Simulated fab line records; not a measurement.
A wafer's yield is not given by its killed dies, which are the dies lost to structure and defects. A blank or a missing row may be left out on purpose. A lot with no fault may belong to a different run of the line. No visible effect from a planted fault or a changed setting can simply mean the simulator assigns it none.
fab line records | flow sky130
record lots=24 wafers=72 lastDay=50
route steps=708 shown LDD_P@266 VIA2@527 VIA3@595 METAL4@601 METAL5@661 PAD_OPEN@702
lots with no fault: from the same line, run without faults
startH: hours from the record's first day to the start of the lot's first wafer shown | waitH: time in hours since the lot's previous step | " repeats the value in the row above | L1.1+2: a row that stands for several wafers | - either no value or no given start | * or withheld: withheld | < > ~ a bound
route shown NAME@n: names a module that has steps shown in the file, with the first one's number in the route | usual: mean and standard deviation over wafers with no fault | same: alike in all rows | chamber/n: place in a boat | sites: each site's reading | _std_site: standard deviation across them | _edge_site: the outer-site mean with the inner-site mean subtracted | radiusMm: for every site, how far away it sits from the centre of the wafer | mask NAME#n: copy n | behind: tool/chamber where the wafer was last shaped | hold: what put the lot on hold/how long, in hours/how the hold closed | device: transistor that didn't switch, given as n, p or np | end of line: the tests these same wafers got at the end of their route | for a step that has no rows: nothing shown but its recipe | killed: count of dies lost to structure and defects at first sort (not the wafer's yield) | map: dies across one wafer; x = killed, . = not, _ = none there
set.NAME: the run value of the setting; set.NAME@STEP: its run value at that earlier step | model.NAME: the simulator's own value behind a step, which no gauge read
steps of the route over a sample of lots; a table a step, a row a wafer
services: from which hour (startH, from the record's first day; less than 0 if before it) a tool's chamber was out of use, for how many hours, and why
## steps
# step SKY_LDD_P_TW_MEAS_11
# usual LDD_P_TW=633/5.4
# columns lot.wafer tool chamber startH waitH LDD_P_TW
L074.1 filmMetro-02 - 392.36 0.1 646
L074.4 " - " " 646
L074.6 " - " " 646
L075.2 filmMetro-03 - 433.72 0.1 632
L075.3 " - " " 630
L075.4 " - " " 627
L076.2 filmMetro-01 - 454.78 0.1 629
L076.3 " - " " 629
L076.6 " - " " 631
L077.1 filmMetro-02 - 476.76 0.1 634
L077.4 " - " " 636
L077.5 " - " " 639
L078.2 filmMetro-01 - 477.73 0.1 626
L078.3 " - " " 627
L078.6 " - " " 626
L079.1 filmMetro-03 - 487.16 0.1 627
L079.5 " - " " 633
L079.6 " - " " 631
L080.1 filmMetro-02 - 496.12 0.1 637
L080.3 " - " " 640
L080.4 " - " " 636
L081.2 filmMetro-01 - 512.07 0.1 629
L081.5 " - " " 629
L081.6 " - " " 628
L082.2 filmMetro-01 - 526.13 0.1 631
L082.5 " - " " 626
L082.6 " - " " 631
L083.1 filmMetro-01 - 534.11 0.1 629
L083.5 " - " " 633
L083.6 " - " " 633
L084.1 filmMetro-02 - 539.57 0.1 641
L084.3 " - " " 638
L084.5 " - " " 639
L085.1 filmMetro-01 - 546.21 0.1 633
L085.4 " - " " 635
L085.6 " - " " 635
L087.2 filmMetro-02 - 599.27 0.1 637
L087.3 " - " " 636
L087.6 " - " " 634
L090.1 filmMetro-03 - 599.56 0.1 628
L090.3 " - " " 626
L090.6 " - " " 628
L089.3 filmMetro-01 - 599.69 0.1 628
L089.4 " - " " 629
L089.6 " - " " 628
L086.1 filmMetro-01 - 600.86 0.1 622
L086.3 " - " " 625
L086.5 " - " " 626
L088.1 filmMetro-01 - 601.76 0.1 626
L088.3 " - " " 626
L088.5 " - " " 624
L091.2 filmMetro-02 - 602.38 0.1 637
L091.3 " - " " 641
L091.4 " - " " 638
L092.2 filmMetro-02 - 604.28 0.1 640
L092.3 " - " " 636
L092.5 " - " " 640
L093.1 filmMetro-02 - 610.91 0.1 639
L093.3 " - " " 637
L093.6 " - " " 637
L094.1 filmMetro-03 - 627.86 0.1 631
L094.4 " - " " 630
L094.6 " - " " 627
L095.2 filmMetro-03 - 647.82 0.1 632
L095.3 " - " " 633
L095.6 " - " " 631
L096.1 filmMetro-02 - 648.50 0.1 639
L096.5 " - " " 639
L096.6 " - " " 635
L097.1 filmMetro-02 - 654.06 0.1 637
L097.4 " - " " 633
L097.6 " - " " 638
# step SKY_VIA2_SPUTTER_20
# recipe material=TiN targetThkNm=20 chamberPressurePa=5 powerW=4000 timeS=80
# usual throttleValvePct=30.0/1.2
# columns lot.wafer tool chamber startH waitH throttleValvePct
L074.1 pvdSputter-02 - 816.49 0.0 29.4
L074.4 " - " " 28.3
L074.6 " - " " 29.2
L075.2 pvdSputter-01 - 845.66 0.0 30.1
L075.3 " - " " 29.7
L075.4 " - " " 32.6
L076.2 pvdSputter-02 - 864.36 0.0 29.4
L076.3 " - " " 31.9
L076.6 " - " " 30.2
L077.1 pvdSputter-03 - 884.97 0.0 31.1
L077.4 " - " " 29.6
L077.5 " - " " 29.2
L078.2 pvdSputter-03 - 886.34 0.0 30.9
L078.3 " - " " 29.6
L078.6 " - " " 29.3
L079.1 pvdSputter-02 - 891.77 0.0 28.1
L079.5 " - " " 28.3
L079.6 " - " " 31.9
L080.1 pvdSputter-01 - 896.86 0.0 29.7
L080.3 " - " " 28.3
L080.4 " - " " 30.1
L081.2 pvdSputter-02 - 913.45 0.0 28.2
L081.5 " - " " 31.7
L081.6 " - " " 28.3
L082.2 pvdSputter-02 - 925.27 0.0 29.4
L082.5 " - " " 31.5
L082.6 " - " " 29.4
L083.1 pvdSputter-03 - 929.55 0.0 30.9
L083.5 " - " " 29.7
L083.6 " - " " 30.9
L084.1 pvdSputter-01 - 937.47 0.0 30.4
L084.3 " - " " 28.6
L084.5 " - " " 28.4
L085.1 pvdSputter-02 - 942.04 0.0 30.2
L085.4 " - " " 29.5
L085.6 " - " " 29.3
L090.1 pvdSputter-01 - 981.76 0.0 32.7
L090.3 " - " " 30.0
L090.6 " - " " 30.1
L087.2 pvdSputter-01 - 982.31 0.0 28.4
L087.3 " - " " 29.7
L087.6 " - " " 32.9
L089.3 pvdSputter-03 - 984.46 0.0 31.3
L089.4 " - " " 29.2
L089.6 " - " " 30.8
L086.1 pvdSputter-02 - 985.86 0.0 31.7
L086.3 " - " " 29.5
L086.5 " - " " 31.9
L088.1 pvdSputter-03 - 986.77 0.0 29.2
L088.3 " - " " 30.9
L088.5 " - " " 29.6
L091.2 pvdSputter-01 - 988.36 0.0 28.9
L091.3 " - " " 29.7
L091.4 " - " " 32.9
L092.2 pvdSputter-01 - 989.61 0.0 28.8
L092.3 " - " " 29.7
L092.5 " - " " 28.6
L093.1 pvdSputter-02 - 990.51 0.0 28.4
L093.3 " - " " 31.4
L093.6 " - " " 29.1
L094.1 pvdSputter-03 - 1005.16 0.0 31.1
L094.4 " - " " 29.8
L094.6 " - " " 29.4
L095.2 pvdSputter-02 - 1022.55 0.0 31.7
L095.3 " - " " 29.4
L095.6 " - " " 28.4
L096.1 pvdSputter-03 - 1025.05 0.0 30.9
L096.5 " - " " 29.0
L096.6 " - " " 31.0
L097.1 pvdSputter-02 - 1029.72 0.0 31.5
L097.4 " - " " 28.2
L097.6 " - " " 28.3
# step SKY_VIA3_RS_MEAS_22
# recipe thkMeasGauge=four-point-probe reads=W_of_VIA3_CVD_21+TiN_of_VIA3_SPUTTER_20
# usual VIA3_W_RS=0.2955/0.0027
# columns lot.wafer tool chamber startH waitH VIA3_W_RS[ohm/sq]
L074.1 filmMetro-04 - 897.20 0.1 0.3024
L074.4 " - " " 0.2972
L074.6 " - " " 0.3012
L075.2 filmMetro-02 - 925.34 0.1 0.2952
L075.3 " - " " 0.2967
L075.4 " - " " 0.2961
L076.2 filmMetro-04 - 945.68 0.1 0.2951
L076.3 " - " " 0.2945
L076.6 " - " " 0.2888
L077.1 filmMetro-03 - 964.44 0.1 0.2960
L077.4 " - " " 0.2965
L077.5 " - " " 0.2966
L078.2 filmMetro-02 - 966.28 0.1 0.2981
L078.3 " - " " 0.2965
L078.6 " - " " 0.2953
L079.1 filmMetro-03 - 970.86 0.1 0.2975
L079.5 " - " " 0.2944
L079.6 " - " " 0.2959
L080.1 filmMetro-02 - 975.66 0.1 0.2939
L080.3 " - " " 0.2992
L080.4 " - " " 0.2978
L081.2 filmMetro-04 - 991.48 0.1 0.2980
L081.5 " - " " 0.2922
L081.6 " - " " 0.2914
L082.2 filmMetro-03 - 1002.52 0.1 0.2922
L082.5 " - " " 0.2926
L082.6 " - " " 0.2952
L083.1 filmMetro-04 - 1006.97 0.1 0.2980
L083.5 " - " " 0.3011
L083.6 " - " " 0.2985
L084.1 filmMetro-04 - 1013.41 0.1 0.2936
L084.3 " - " " 0.2962
L084.5 " - " " 0.2920
L085.1 filmMetro-04 - 1017.29 0.1 0.2943
L085.4 " - " " 0.2963
L085.6 " - " " 0.2949
L087.2 filmMetro-02 - 1055.46 0.1 0.2952
L087.3 " - " " 0.3004
L087.6 " - " " 0.2968
L090.1 filmMetro-04 - 1056.14 0.1 0.2926
L090.3 " - " " 0.2934
L090.6 " - " " 0.2965
L089.3 filmMetro-04 - 1057.60 0.1 0.2958
L089.4 " - " " 0.2945
L089.6 " - " " 0.2947
L086.1 filmMetro-02 - 1059.26 0.1 0.2980
L086.3 " - " " 0.2939
L086.5 " - " " 0.2954
L088.1 filmMetro-03 - 1060.04 0.1 0.2943
L088.3 " - " " 0.2938
L088.5 " - " " 0.2911
L091.2 filmMetro-04 - 1062.01 0.1 0.2962
L091.3 " - " " 0.2971
L091.4 " - " " 0.2974
L092.2 filmMetro-02 - 1062.74 0.2 0.2907
L092.3 " - " " 0.2917
L092.5 " - " " 0.2932
L093.1 filmMetro-02 - 1063.36 0.1 0.2928
L093.3 " - " " 0.2933
L093.6 " - " " 0.2937
L094.1 filmMetro-04 - 1076.01 0.1 0.2953
L094.4 " - " " 0.2981
L094.6 " - " " 0.2992
L095.2 filmMetro-02 - 1091.39 0.1 0.2958
L095.3 " - " " 0.2909
L095.6 " - " " 0.2936
L096.1 filmMetro-02 - 1093.75 0.1 0.2984
L096.5 " - " " 0.2987
L096.6 " - " " 0.2968
L097.1 filmMetro-02 - 1097.86 0.1 0.2969
L097.4 " - " " 0.2973
L097.6 " - " " 0.2972
# step SKY_METAL4_SPUTTER_03
# recipe material=Ti targetThkNm=5 powerW=3000 timeS=3.3 chamberPressurePa=0.4
# usual throttleValvePct=30.0/1.2
# columns lot.wafer tool chamber startH waitH throttleValvePct
L074.1 pvdSputter-03 - 897.76 0.0 30.6
L074.4 " - " " 29.3
L074.6 " - " " 29.4
L075.2 pvdSputter-01 - 925.89 0.0 30.2
L075.3 " - " " 32.7
L075.4 " - " " 28.7
L076.2 pvdSputter-02 - 946.22 0.0 31.6
L076.3 " - " " 28.2
L076.6 " - " " 28.2
L077.1 pvdSputter-01 - 965.01 0.0 30.3
L077.4 " - " " 28.5
L077.5 " - " " 30.1
L078.2 pvdSputter-03 - 966.83 0.0 29.2
L078.3 " - " " 29.7
L078.6 " - " " 30.9
L079.1 pvdSputter-01 - 971.42 0.0 30.1
L079.5 " - " " 30.0
L079.6 " - " " 28.5
L080.1 pvdSputter-03 - 976.22 0.0 30.6
L080.3 " - " " 29.5
L080.4 " - " " 29.2
L081.2 pvdSputter-03 - 992.02 0.0 29.1
L081.5 " - " " 30.9
L081.6 " - " " 29.6
L082.2 pvdSputter-01 - 1003.06 0.0 28.6
L082.5 " - " " 30.4
L082.6 " - " " 28.6
L083.1 pvdSputter-02 - 1007.53 0.0 28.1
L083.5 " - " " 29.9
L083.6 " - " " 28.4
L084.1 pvdSputter-02 - 1013.97 0.0 30.4
L084.3 " - " " 31.5
L084.5 " - " " 29.2
L085.1 pvdSputter-02 - 1017.85 0.0 31.7
L085.4 " - " " 28.3
L085.6 " - " " 28.3
L087.2 pvdSputter-03 - 1056.01 0.0 30.7
L087.3 " - " " 29.7
L087.6 " - " " 30.8
L090.1 pvdSputter-03 - 1056.70 0.0 29.2
L090.3 " - " " 31.0
L090.6 " - " " 30.9
L089.3 pvdSputter-02 - 1058.12 0.0 31.8
L089.4 " - " " 30.6
L089.6 " - " " 29.3
L086.1 pvdSputter-02 - 1059.82 0.0 30.4
L086.3 " - " " 28.1
L086.5 " - " " 28.3
L088.1 pvdSputter-02 - 1060.60 0.0 30.4
L088.3 " - " " 32.0
L088.5 " - " " 29.2
L091.2 pvdSputter-01 - 1062.56 0.0 32.9
L091.3 " - " " 29.6
L091.4 " - " " 28.6
L092.2 pvdSputter-02 - 1063.29 0.0 31.7
L092.3 " - " " 30.3
L092.5 " - " " 28.2
L093.1 pvdSputter-03 - 1063.92 0.0 29.8
L093.3 " - " " 28.9
L093.6 " - " " 29.4
L094.1 pvdSputter-03 - 1076.57 0.0 31.2
L094.4 " - " " 29.5
L094.6 " - " " 31.0
L095.2 pvdSputter-01 - 1091.93 0.0 30.1
L095.3 " - " " 28.4
L095.6 " - " " 32.8
L096.1 pvdSputter-02 - 1094.31 0.0 31.6
L096.5 " - " " 30.1
L096.6 " - " " 29.3
L097.1 pvdSputter-02 - 1098.45 0.0 28.2
L097.4 " - " " 29.1
L097.6 " - " " 31.9
# step SKY_METAL5_SPUTTER_00
# recipe material=Ti targetThkNm=15 powerW=3000 timeS=10 chamberPressurePa=0.4
# usual throttleValvePct=30.2/1.2
# columns lot.wafer tool chamber startH waitH throttleValvePct
L074.1 pvdSputter-04 - 976.97 0.2 31.1
L074.4 " - " " 29.6
L074.6 " - " " 29.6
L075.2 pvdSputter-01 - 1001.75 0.2 28.9
L075.3 " - " " 32.9
L075.4 " - " " 29.6
L076.2 pvdSputter-03 - 1021.90 0.1 31.1
L076.3 " - " " 29.2
L076.6 " - " " 31.0
L077.1 pvdSputter-01 - 1039.46 0.2 30.0
L077.4 " - " " 30.1
L077.5 " - " " 30.5
L078.2 pvdSputter-03 - 1040.14 0.1 28.9
L078.3 " - " " 29.8
L078.6 " - " " 30.8
L079.1 pvdSputter-01 - 1045.04 0.1 29.7
L079.5 " - " " 29.7
L079.6 " - " " 33.1
L080.1 pvdSputter-01 - 1049.35 0.2 28.8
L080.3 " - " " 29.8
L080.4 " - " " 33.1
L081.2 pvdSputter-04 - 1064.85 0.2 31.1
L081.5 " - " " 29.2
L081.6 " - " " 30.0
L082.2 pvdSputter-01 - 1074.95 0.1 33.0
L082.5 " - " " 32.7
L082.6 " - " " 28.6
L083.1 pvdSputter-03 - 1078.00 0.2 29.2
L083.5 " - " " 30.6
L083.6 " - " " 29.8
L084.1 pvdSputter-01 - 1084.01 0.2 30.1
L084.3 " - " " 32.8
L084.5 " - " " 32.7
L085.1 pvdSputter-04 - 1087.31 0.2 29.3
L085.4 " - " " 29.9
L085.6 " - " " 29.8
L087.2 pvdSputter-01 - 1121.16 0.1 28.8
L087.3 " - " " 32.7
L087.6 " - " " 29.9
L090.1 pvdSputter-01 - 1122.52 0.1 32.8
L090.3 " - " " 30.3
L090.6 " - " " 32.8
L089.3 pvdSputter-03 - 1123.89 0.2 31.0
L089.4 " - " " 29.7
L089.6 " - " " 30.9
L086.1 pvdSputter-04 - 1124.55 0.2 29.1
L086.3 " - " " 29.8
L086.5 " - " " 29.9
L088.1 pvdSputter-01 - 1125.44 0.2 30.3
L088.3 " - " " 28.6
L088.5 " - " " 29.9
L091.2 pvdSputter-04 - 1125.75 0.1 29.2
L091.3 " - " " 31.2
L091.4 " - " " 31.1
L092.2 pvdSputter-04 - 1126.50 0.3 29.7
L092.3 " - " " 29.3
L092.5 " - " " 29.3
L093.1 pvdSputter-03 - 1127.16 0.1 29.2
L093.3 " - " " 30.9
L093.6 " - " " 30.6
L094.1 pvdSputter-04 - 1138.54 0.2 29.2
L094.4 " - " " 29.8
L094.6 " - " " 29.0
L095.2 pvdSputter-04 - 1153.21 0.2 31.0
L095.3 " - " " 29.6
L095.6 " - " " 29.8
L096.1 pvdSputter-04 - 1154.69 0.1 29.8
L096.5 " - " " 29.8
L096.6 " - " " 30.9
L097.1 pvdSputter-04 - 1158.25 0.1 31.1
L097.4 " - " " 29.3
L097.6 " - " " 29.1
# step SKY_PAD_OPEN_STRIP_08
# recipe chemistry=O2/N2 powerW=1400 pressureMtorr=1500 platenTempC=withheld overashFraction=0.7 o2FlowSccm=3000 n2FlowSccm=300
# usual drypumpMotorCurrentA=5.9/0.5 o2FlowSccm=3000/9.1 oesProductAu=0.663/0.0048
# columns lot.wafer tool chamber startH waitH drypumpMotorCurrentA o2FlowSccm oesProductAu rfHoursCounterH
L074.1 plasmaAsher-02 1 1048.47 0.1 6.3 2996 0.661 122
L074.4 " 1 " " 6.3 2996 0.667 -
L074.6 " 0 " " 6.4 3004 0.663 -
L075.2 plasmaAsher-02 0 1069.56 0.1 6.4 2995 0.666 1
L075.3 " 0 " " 6.4 2984 0.661 -
L075.4 " 1 " " 6.3 3003 0.664 -
L076.2 plasmaAsher-03 1 1088.37 0.1 5.3 2997 0.663 93
L076.3 " 0 " " 5.8 3010 0.666 -
L076.6 " 1 " " 5.3 2990 0.668 -
L077.1 plasmaAsher-02 1 1103.76 0.1 6.3 3023 0.665 4
L077.4 " 1 " " 6.3 3019 0.659 -
L077.5 " 1 " " 6.3 3010 0.669 -
L078.2 plasmaAsher-03 0 1104.91 0.1 5.7 3001 0.668 95
L078.3 " 0 " " 5.7 3022 0.652 -
L078.6 " 0 " " 5.8 3001 0.654 -
L079.1 plasmaAsher-03 1 1108.33 0.1 5.3 2992 0.663 95
L079.5 " 0 " " 5.7 3007 0.662 -
L079.6 " 1 " " 5.3 2991 0.662 -
L080.1 plasmaAsher-03 0 1111.72 0.1 5.8 2993 0.664 96
L080.3 " 0 " " 5.8 3002 0.671 -
L080.4 " 1 " " 5.3 3000 0.667 -
L081.2 plasmaAsher-04 0 1126.58 0.1 6.3 3011 0.663 69
L081.5 " 1 " " 5.1 2993 0.674 -
L081.6 " 0 " " 6.3 2999 0.668 -
L082.2 plasmaAsher-02 1 1134.63 0.1 6.3 3001 0.661 7
L082.5 " 0 " " 6.4 3002 0.662 -
L082.6 " 1 " " 6.3 3000 0.662 -
L083.1 plasmaAsher-02 0 1137.56 0.1 6.4 3015 0.668 7
L083.5 " 0 " " 6.4 3016 0.671 -
L083.6 " 1 " " 6.3 3009 0.670 -
L084.1 plasmaAsher-04 0 1144.17 0.1 6.3 3002 0.666 70
L084.3 " 0 " " 6.3 3003 0.665 -
L084.5 " 0 " " 6.3 3006 0.665 -
L085.1 plasmaAsher-04 1 1146.52 0.1 5.0 2989 0.663 71
L085.4 " 0 " " 6.3 3005 0.650 -
L085.6 " 1 " " 5.1 2999 0.662 -
L087.2 plasmaAsher-04 1 1175.92 0.1 5.1 2996 0.655 73
L087.3 " 1 " " 5.1 3001 0.665 -
L087.6 " 1 " " 5.1 2996 0.661 -
L090.1 plasmaAsher-04 0 1178.22 0.1 6.3 3006 0.669 74
L090.3 " 1 " " 5.1 3003 0.667 -
L090.6 " 1 " " 5.1 3000 0.656 -
L089.3 plasmaAsher-02 0 1179.41 0.1 6.4 2998 0.661 -
L089.4 " 1 " " 6.3 3004 0.663 -
L089.6 " 0 " " 6.4 2990 0.661 -
L086.1 plasmaAsher-03 0 1180.37 0.1 5.8 3000 0.666 102
L086.3 " 1 " " 5.3 3002 0.660 -
L086.5 " 0 " " 5.8 2999 0.668 -
L088.1 plasmaAsher-04 0 1181.02 0.1 6.3 2987 0.662 74
L088.3 " 0 " " 6.3 2980 0.659 -
L088.5 " 1 " " 5.1 3013 0.668 -
L091.2 plasmaAsher-02 1 1182.58 0.1 6.3 3015 0.663 12
L091.3 " 1 " " 6.3 3007 0.667 -
L091.4 " 0 " " 6.4 2970 0.664 -
L092.2 plasmaAsher-03 1 1183.58 0.1 5.4 2994 0.658 102
L092.3 " 1 " " 5.3 3001 0.663 -
L092.5 " 0 " " 5.7 3010 0.651 -
L093.1 plasmaAsher-03 0 1184.47 0.1 5.7 3006 0.664 103
L093.3 " 1 " " 5.3 3023 0.658 -
L093.6 " 1 " " 5.3 3010 0.664 -
L094.1 plasmaAsher-03 1 1192.22 0.1 5.3 2996 0.663 104
L094.4 " 1 " " 5.3 2980 0.659 -
L094.6 " 1 " " 5.3 2993 0.661 -
L095.2 plasmaAsher-02 0 1205.51 0.1 6.4 2996 0.665 14
L095.3 " 0 " " 6.4 2994 0.667 -
L095.6 " 0 " " 6.4 2998 0.659 -
L096.1 plasmaAsher-02 0 1206.62 0.1 6.4 2993 0.658 14
L096.5 " 1 " " 6.3 2987 0.659 -
L096.6 " 0 " " 6.4 2995 0.654 -
L097.1 plasmaAsher-02 1 1208.92 0.1 6.3 2999 0.662 14
L097.4 " 0 " " 6.4 3000 0.660 -
L097.6 " 1 " " 6.3 3001 0.658 -
## services
# columns tool chamber startH hours kind
pvdSputter-02 - 798.59 4.2 repair
pvdSputter-01 - 808.68 3.4 repair
pvdSputter-01 - 828.97 0.7 repair
plasmaAsher-04 - 835.60 14.6 pm
plasmaAsher-02 - 835.97 7.1 repair
plasmaAsher-03 - 886.89 0.4 repair
plasmaAsher-04 - 916.72 0.7 repair
pvdSputter-04 - 945.82 4.4 repair
plasmaAsher-03 - 955.51 2.8 repair
pvdSputter-04 - 962.53 1.0 repair
pvdSputter-02 - 974.43 3.5 repair
pvdSputter-03 - 977.65 3.0 repair
pvdSputter-02 - 980.73 1.7 repair
pvdSputter-04 - 1006.43 4.6 repair
plasmaAsher-03 - 1011.45 2.4 repair
pvdSputter-02 - 1018.61 3.8 repair
plasmaAsher-03 - 1023.21 4.3 pm
plasmaAsher-02 - 1055.25 9.0 pm
plasmaAsher-02 0 1055.25 9.0 ventCycle
plasmaAsher-02 1 1055.25 9.0 ventCycle
pvdSputter-04 - 1058.58 2.6 repair
pvdSputter-04 - 1064.15 0.6 repair
plasmaAsher-02 0 1064.25 - clean
plasmaAsher-02 1 1064.25 - clean
## key
fault none
